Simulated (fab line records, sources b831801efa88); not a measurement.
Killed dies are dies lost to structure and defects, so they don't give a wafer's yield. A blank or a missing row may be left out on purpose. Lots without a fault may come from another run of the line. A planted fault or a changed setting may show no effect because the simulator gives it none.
Chamber matching | flow gf180mcu | GF_STI_ETCH_14 on rie_si-01: 4 sister chambers
The step etches Si in HBr/Cl2/O2, target depth 360 nm, time 102.9 s. 4 wafers are shown with their chamber, then 8 later ones without.

WAFERS WITH THEIR CHAMBER
wafer  | chamber | O2_flow_sccm (sccm)
L541.4 | 1       | 6.012
L545.1 | 0       | 6.012
L545.6 | 3       | 5.978
L546.1 | 2       | 6.005

WAFERS WITHOUT THEIR CHAMBER
wafer  | O2_flow_sccm (sccm)
L546.2 | 5.999
L546.6 | 5.994
L547.1 | 5.988
L547.2 | 5.997
L547.3 | 5.987
L548.2 | 5.997
L548.3 | 6.001
L548.6 | 5.978

WHICH CHAMBER EACH WENT THROUGH
wafer  | from the rows above               | in truth
L546.2 | can't be placed: 2 or 0 or 1 or 3 | 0
L546.6 | can't be placed: 2 or 3 or 0 or 1 | 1
L547.1 | can't be placed: 3 or 2 or 0 or 1 | 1
L547.2 | can't be placed: 2 or 0 or 1 or 3 | 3
L547.3 | can't be placed: 3 or 2           | 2
L548.2 | can't be placed: 2 or 0 or 1 or 3 | 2
L548.3 | can't be placed: 2 or 0 or 1      | 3
L548.6 | 3                                 | 3
Placed correctly: 1 of 8. Can't be placed from these rows: 7 (the true chamber is among the candidates in 6). Placed wrongly: 0.
How it was worked out, from the rows above alone: a wafer's distance from a chamber is the root of the sum, over the readings, of the square of ((its reading less the chamber's mean) divided by the reading's scatter). The wafer belongs to the nearest chamber; if the next one is less than 2 further off, it can't be placed. A chamber's mean is the mean of its shown wafers. The scatter: with one shown wafer a chamber, the root of the mean of the squares of how far each hidden wafer lies from its nearest shown one.
